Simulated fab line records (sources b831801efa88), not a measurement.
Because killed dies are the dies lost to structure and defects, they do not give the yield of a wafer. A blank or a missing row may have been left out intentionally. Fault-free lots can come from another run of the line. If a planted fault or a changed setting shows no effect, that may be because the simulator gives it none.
Which tool did it? + flow sky130 + Sampling: 12 lots, 36 wafers, 4 of 708 route steps

WHAT EACH GAUGE READ, for each wafer
SKY_NWELL_TW_MEAS_26. Usual: NWELL_2_TW gives 495 (standard deviation 3.7).
| lot  | measured     | on            | NWELL_2_TW  | flag |
|------|--------------|---------------|-------------|------|
| L916 | day 5 10:31  | film metro-03 | 490 486 488 |      |
| L918 | day 5 23:22  | film metro-01 | 495 496 496 |      |
| L920 | day 6 10:34  | film metro-01 | 497 496 497 |      |
| L921 | day 6 16:43  | film metro-04 | 499 498 500 |      |
| L922 | day 6 21:08  | film metro-04 | 496 493 495 |      |
| L924 | day 7 10:07  | film metro-04 | 498 496 498 |      |
| L926 | day 7 20:21  | film metro-04 | 498 498 497 |      |
| L930 | day 8 22:01  | film metro-04 | 493 493 495 |      |
| L933 | day 9 12:04  | film metro-04 | 497 496 495 |      |
| L934 | day 9 19:27  | film metro-03 | 488 488 490 |      |
| L937 | day 10 16:27 | film metro-01 | 497 496 496 |      |
| L939 | day 11 00:46 | film metro-03 | 497 493 495 |      |

SKY_SONOS_ONO_THK_MEAS_01. Usual: SONOS_ONO_OXIDATION_THK gives 2.63 nm (standard deviation 0.05).
| lot  | measured     | on            | SONOS_ONO_OXIDATION_THK (nm) | flag |
|------|--------------|---------------|------------------------------|------|
| L916 | day 11 15:52 | film metro-01 | 2.64 2.62 2.68               |      |
| L918 | day 12 06:14 | film metro-01 | 2.61 2.67 2.60               |      |
| L920 | day 13 11:44 | film metro-03 | 2.57 2.59 2.63               |      |
| L921 | day 13 11:43 | film metro-01 | 2.54 2.52 2.55               |      |
| L922 | day 13 21:17 | film metro-01 | 2.67 2.66 2.67               |      |
| L924 | day 14 08:28 | film metro-03 | 2.66 2.65 2.65               |      |
| L926 | day 14 22:37 | film metro-01 | 2.64 2.62 2.59               |      |
| L930 | day 16 00:16 | film metro-03 | 2.70 2.61 2.63               |      |
| L933 | day 16 19:26 | film metro-03 | 2.68 2.73 2.68               |      |
| L934 | day 17 06:46 | film metro-03 | 2.59 2.62 2.61               |      |
| L937 | day 18 06:07 | film metro-01 | 2.54 2.59 2.62               |      |
| L939 | day 18 15:49 | film metro-03 | 2.68 2.65 2.60               |      |

EACH LOT AND THE TOOL THAT RAN IT (in order: tool; ch and the chambers of the sampled wafers; start)
| lot  | SKY_FIELD_ISO_ETCH_14             | SKY_FIELD_ISO_ETCH_17           |
|------|-----------------------------------|---------------------------------|
| L916 | rie diel-04 ch 0,1,3, day 2 07:02 | rie si-01 ch 1,2, day 2 07:14   |
| L918 | rie diel-03 ch 0,2,3, day 2 15:24 | rie si-01 ch 0,1,2, day 2 15:36 |
| L920 | rie diel-03 ch 0,3, day 3 02:09   | rie si-01 ch 1,2,3, day 3 02:21 |
| L921 | rie diel-02 ch 0,1,2, day 3 09:09 | rie si-01 ch 0,2,3, day 3 09:21 |
| L922 | rie diel-04 ch 2,3, day 3 12:42   | rie si-02 ch 0,2,3, day 3 12:54 |
| L924 | rie diel-04 ch 0,2,3, day 4 01:13 | rie si-01 ch 1,2, day 4 01:25   |
| L926 | rie diel-02 ch 1,2, day 4 08:22   | rie si-02 ch 1,2, day 4 08:34   |
| L930 | rie diel-04 ch 0,1,3, day 5 07:29 | rie si-02 ch 1,2,3, day 5 07:41 |
| L933 | rie diel-02 ch 1,2,3, day 5 20:24 | rie si-01 ch 1,3, day 5 20:36   |
| L934 | rie diel-03 ch 0,2,3, day 6 02:22 | rie si-02 ch 0,1,2, day 6 02:34 |
| L937 | rie diel-02 ch 0,1,3, day 6 18:09 | rie si-01 ch 1,2, day 6 18:21   |
| L939 | rie diel-03 ch 0,2,3, day 7 04:01 | rie si-01 ch 0,1,3, day 7 04:13 |
- SKY_FIELD_ISO_ETCH_14: etches BARC in N2/H2, stops on SiO2, time 45.9 s, target depth 60 nm.
- SKY_FIELD_ISO_ETCH_17: etches Si in HBr/Cl2/O2, target depth 342 nm, time 97.7 s.

WHAT THE TOOLS THEMSELVES READ (means of the sampled wafers that have a number; where no wafer has one, the mark that the record gives instead)
SKY_FIELD_ISO_ETCH_14. Usual: chamber pressure mTorr 30.000 mTorr, standard deviation 0.026; drypump motor current A 5.9 A, standard deviation 0.41; oes product au 0.855 a.u., standard deviation 0.0047; run length s 74.2 s, standard deviation 0.48; throttle valve pct 13.226 %, standard deviation 0.0091.
| lot  | tool        | chamber pressure mTorr (mTorr) | drypump motor current A (A) | oes product au (a.u.) | run length s (s) | throttle valve pct (%) | flag |
|------|-------------|--------------------------------|-----------------------------|-----------------------|------------------|------------------------|------|
| L916 | rie diel-04 | 29.999                         | 5.5                         | 0.853                 | 74.1             | 13.230                 |      |
| L918 | rie diel-03 | 30.025                         | 6.1                         | 0.855                 | 74.0             | 13.225                 |      |
| L920 | rie diel-03 | 29.990                         | 6.5                         | 0.851                 | 74.3             | 13.218                 |      |
| L921 | rie diel-02 | 30.012                         | 5.8                         | 0.852                 | 74.4             | 13.224                 |      |
| L922 | rie diel-04 | 29.988                         | 5.5                         | 0.858                 | 74.5             | 13.217                 |      |
| L924 | rie diel-04 | 30.007                         | 5.5                         | 0.850                 | 74.3             | 13.230                 |      |
| L926 | rie diel-02 | 29.993                         | 5.5                         | 0.857                 | 74.5             | 13.228                 |      |
| L930 | rie diel-04 | 30.007                         | 5.5                         | 0.854                 | 74.3             | 13.229                 |      |
| L933 | rie diel-02 | 30.000                         | 5.8                         | 0.861                 | 74.2             | 13.224                 |      |
| L934 | rie diel-03 | 29.965                         | 6.1                         | 0.858                 | 73.9             | 13.224                 |      |
| L937 | rie diel-02 | 29.956                         | 5.9                         | 0.856                 | 74.0             | 13.231                 |      |
| L939 | rie diel-03 | 30.000                         | 6.1                         | 0.857                 | 73.9             | 13.224                 |      |

SKY_FIELD_ISO_ETCH_17. Usual: chamber pressure mTorr 14.999 mTorr, standard deviation 0.012; drypump motor current A 5.78 A, standard deviation 0.26; mfc cl2 sccm 40.01 sccm, standard deviation 0.11; oes product au 1.002 a.u., standard deviation 0.016; run length s 126.0 s, standard deviation 0.47; throttle valve pct 25.656 %, standard deviation 0.013.
| lot  | tool      | chamber pressure mTorr (mTorr) | drypump motor current A (A) | mfc cl2 sccm (sccm) | oes product au (a.u.) | run length s (s) | throttle valve pct (%) | flag |
|------|-----------|--------------------------------|-----------------------------|---------------------|-----------------------|------------------|------------------------|------|
| L916 | rie si-01 | 15.001                         | 5.68                        | 39.97               | 1.004                 | 126.0            | 25.659                 |      |
| L918 | rie si-01 | 14.999                         | 5.66                        | 40.10               | 1.002                 | 126.0            | 25.655                 |      |
| L920 | rie si-01 | 14.995                         | 5.75                        | 39.98               | 0.997                 | 125.7            | 25.664                 |      |
| L921 | rie si-01 | 14.995                         | 5.71                        | 40.05               | 1.003                 | 125.5            | 25.653                 |      |
| L922 | rie si-02 | 14.988                         | 5.74                        | 39.89               | 1.001                 | 126.3            | 25.658                 |      |
| L924 | rie si-01 | 14.995                         | 5.71                        | 40.04               | 0.987                 | 126.1            | 25.658                 |      |
| L926 | rie si-02 | 15.009                         | 6.10                        | 39.92               | 1.001                 | 126.3            | 25.657                 |      |
| L930 | rie si-02 | 14.999                         | 5.94                        | 40.05               | 1.007                 | 126.4            | 25.654                 |      |
| L933 | rie si-01 | 15.003                         | 5.62                        | 40.03               | 0.989                 | 125.8            | 25.670                 |      |
| L934 | rie si-02 | 15.005                         | 5.92                        | 39.93               | 1.002                 | 121.2            | 25.652                 | OFF  |
| L937 | rie si-01 | 14.987                         | 5.70                        | 40.07               | 0.999                 | 126.0            | 25.658                 |      |
| L939 | rie si-01 | 15.001                         | 5.54                        | 40.08               | 0.992                 | 125.9            | 25.656                 |      |

THE ANSWER, worked out from the rows above alone
Rule: a lot is off if the mean of its wafers that have a number lies more than 3 standard deviations from the usual mean. Also off: a lot with no number at a reading for which 4 or more lots have one. All remaining lots with rows at the step are treated as sound. The gauges are gone through in route order, then the tools' own readings, and for those a lot's mean is taken as printed above. The first step at which some lot is off is used, and at that step the reading that is off furthest; a lot without a number counts as furthest.
Off: L934, at SKY_FIELD_ISO_ETCH_17 (run length s).
A tool fits if, at that step or a process step before it, it ran every lot that is off, and no sound lot after the first of them. One candidate fits, namely rie si-02 at SKY_FIELD_ISO_ETCH_17. Its last sound lot is L930 (day 5 07:41), its first lot that is off L934 (day 6 02:34): a fault that began between those two fits.
The tool's own readings at SKY_FIELD_ISO_ETCH_17 bear it out: on the lots that are off they differ by more than 5 times the standard deviation of the sound lots' means. run length s reads 121.2 s there against 126.0 s on the sound lots.

WHAT HAD BEEN PUT IN BY THE SIMULATOR
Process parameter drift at SKY_FIELD_ISO_ETCH_17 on rie si-02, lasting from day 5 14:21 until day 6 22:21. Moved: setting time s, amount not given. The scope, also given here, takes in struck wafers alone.
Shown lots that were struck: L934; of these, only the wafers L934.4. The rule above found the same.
